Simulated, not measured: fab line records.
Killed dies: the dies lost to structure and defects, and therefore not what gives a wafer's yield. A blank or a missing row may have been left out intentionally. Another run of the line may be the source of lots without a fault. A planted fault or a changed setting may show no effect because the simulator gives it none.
One fault seen from 2 desks | flow gf180mcu | numbers are kept per desk, each desk with only its own; the story behind them comes last

== AT THE TOOL OWNER'S DESK: hdpcvd-01 ==
The tool's own readings at GF_V3_CVD_00 (deposits SiO2, target thk 600 nm, time 100 s): means of the sampled wafers that have a number, for each lot that ran on this tool. Marked OUT: a lot whose mean sits more than 4 standard deviations from the usual mean, which makes it out of limits; the brackets give that distance.
Columns: A = sih4FlowSccm at GF_V3_CVD_00, usual 60.00 sccm
lot  | first seen here | A
L823 | day 21 01:14    | 59.88
L825 | day 22 05:48    | 60.08
L827 | day 22 23:50    | 59.81
L840 | day 27 05:59    | 51.12 (-47) OUT
L842 | day 27 18:44    | 50.94 (-48) OUT
This desk finds L840, L842 out of limits, L840 being first, at day 27 05:59 (sih4FlowSccm at GF_V3_CVD_00). In limits: L823, L825, L827.

== FROM THE METROLOGY DESK ==
Lot by lot, what the gauges showed, no matter which tool ran the lot: averages of those sampled wafers that carry a number. Marked OUT: a lot whose mean sits more than 4 standard deviations from the usual mean, which makes it out of limits; the brackets give that distance.
Columns: A = V2_CVD_02_THK at GF_V2_THK_MEAS_03, usual 850 nm; B = cdNm at GF_V2_CD_MEAS_14, usual 259.9 nm; C = V3_CVD_00_THK at GF_V3_THK_MEAS_01, usual 601 nm
lot  | first seen here | A   | B     | C
L823 | day 18 21:28    | 853 | 260.1 | 603
L825 | day 20 02:44    | 865 | 259.2 | 594
L826 | day 20 16:41    | 846 | 259.4 | 595
L827 | day 20 22:00    | 851 | 259.5 | 604
L828 | day 21 10:49    | 852 | 259.7 | 597
L829 | day 21 19:20    | 842 | 260.6 | 596
L831 | day 22 10:13    | 856 | 257.1 | 598
L832 | day 22 14:31    | 852 | 259.6 | 602
L833 | day 22 21:46    | 863 | 263.3 | 594
L840 | day 25 09:19    | 844 | 261.0 | 519 (-13) OUT
L842 | day 25 23:32    | 860 | 260.3 | 511 (-15) OUT
L843 | day 26 09:44    | 851 | 259.9 | 604
L845 | day 26 20:53    | 851 | 258.1 | 607
Finding of this desk: L840, L842 out of limits, first seen on L840 at day 27 06:04 (V3_CVD_00_THK at GF_V3_THK_MEAS_01). In limits: L823, L825, L826, L827, L828, L829, L831, L832, L833, L843, L845.

== TAKEN TOGETHER ==
An alarm could have come from the tool owner's desk at day 27 05:59, on L840, L842.
An alarm was possible from the metrology desk at day 27 06:04, on L840, L842.
Every lot named ran GF_V3_CVD_00 on hdpcvd-01.

== WHAT THE SIMULATOR HAD INSERTED ==
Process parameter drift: hdpcvd-01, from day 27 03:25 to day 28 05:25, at GF_V3_CVD_00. The setting sih4FlowSccm was moved by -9, starting from 60. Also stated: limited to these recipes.
Shown lots that were struck: L840, L842.
Time in hours from fault onset to the first out-of-limits reading at each desk: tool owner's desk 3, metrology desk 3.
